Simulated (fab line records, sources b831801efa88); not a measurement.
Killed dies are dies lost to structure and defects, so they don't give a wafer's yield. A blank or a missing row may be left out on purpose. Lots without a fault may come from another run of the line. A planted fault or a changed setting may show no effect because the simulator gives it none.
Which tool did it? | flow gf180mcu | 14 lots, 42 wafers sampled, at 2 steps of a route of 602

WHAT THE GAUGES READ, wafer by wafer
GF_V5_OVL_MEAS_15. Usual: V5_OVL 0 nm, standard deviation 5.6.
lot  | measured     | on         | V5_OVL (nm) | flag
L651 | day 27 05:10 | overlay-02 | 5 -1 8      |
L652 | day 27 13:40 | overlay-01 | 2 -3 3      |
L653 | day 27 21:36 | overlay-01 | -7 -11 -1   |
L655 | day 28 15:07 | overlay-01 | 0 1 4       |
L656 | day 29 04:17 | overlay-01 | -3 -14 2    |
L658 | day 29 08:58 | overlay-01 | -7 -7 -3    |
L659 | day 29 21:12 | overlay-02 | -3 3 10     |
L662 | day 30 20:44 | overlay-01 | -1 1 1      |
L664 | day 31 00:57 | overlay-02 | 3 1 -2      |
L663 | day 31 09:07 | overlay-01 | 3 -6 -2     |
L667 | day 31 22:03 | overlay-02 | 6 6 15      |
L670 | day 32 15:02 | overlay-01 | 9 2 3       |
L672 | day 33 03:26 | overlay-02 | -1 -9 -3    |
L674 | day 33 13:34 | overlay-01 | -1 4 2      |

WHICH TOOL RAN EACH LOT (tool, then ch and the chambers of the sampled wafers, then the start)
lot  | GF_CONTACT_SPUTTER_23
L651 | pvd_sputter-02, day 16 03:49
L652 | pvd_sputter-03, day 16 13:01
L653 | pvd_sputter-02, day 16 15:55
L655 | pvd_sputter-02, day 17 20:31
L656 | pvd_sputter-02, day 18 06:04
L658 | pvd_sputter-02, day 18 13:49
L659 | pvd_sputter-04, day 19 05:31
L662 | pvd_sputter-02, day 20 10:52
L664 | pvd_sputter-02, day 20 18:13
L663 | pvd_sputter-04, day 21 09:43
L667 | pvd_sputter-03, day 22 03:25
L670 | pvd_sputter-03, day 22 22:10
L672 | pvd_sputter-04, day 23 15:53
L674 | pvd_sputter-03, day 24 05:32
- GF_CONTACT_SPUTTER_23: material TiN, target thk 10 nm, time 40 s.

WHAT THE TOOLS THEMSELVES READ (means of the sampled wafers that have a number; where no wafer has one, the mark that the record gives instead)
GF_CONTACT_SPUTTER_23. Usual: throttle_valve_pct 29.5 %, standard deviation 1.
lot  | tool           | throttle_valve_pct (%) | flag
L651 | pvd_sputter-02 | 28.8                   |
L652 | pvd_sputter-03 | 30.0                   |
L653 | pvd_sputter-02 | 29.2                   |
L655 | pvd_sputter-02 | 29.3                   |
L656 | pvd_sputter-02 | 29.4                   |
L658 | pvd_sputter-02 | 29.1                   |
L659 | pvd_sputter-04 | 30.4                   |
L662 | pvd_sputter-02 | 29.2                   |
L664 | pvd_sputter-02 | 28.7                   |
L663 | pvd_sputter-04 | 30.4                   |
L667 | pvd_sputter-03 | 30.1                   |
L670 | pvd_sputter-03 | 29.9                   |
L672 | pvd_sputter-04 | 30.2                   |
L674 | pvd_sputter-03 | 29.9                   |

THE ANSWER, worked out from the rows above alone
Rule: a lot is off if the mean of its wafers that have a number lies more than 3 standard deviations from the usual mean. A lot without any number at a reading at which 4 lots or more have one is off too. The other lots that the step has rows for count as sound. The gauges are gone through in route order, then the tools' own readings, and for those a lot's mean is taken as printed above. The first step at which some lot is off is used, and at that step the reading that is off furthest; a lot without a number counts as furthest.
No lot is off at any reading shown: from this, nothing can be told.

WHAT THE SIMULATOR HAD PUT IN
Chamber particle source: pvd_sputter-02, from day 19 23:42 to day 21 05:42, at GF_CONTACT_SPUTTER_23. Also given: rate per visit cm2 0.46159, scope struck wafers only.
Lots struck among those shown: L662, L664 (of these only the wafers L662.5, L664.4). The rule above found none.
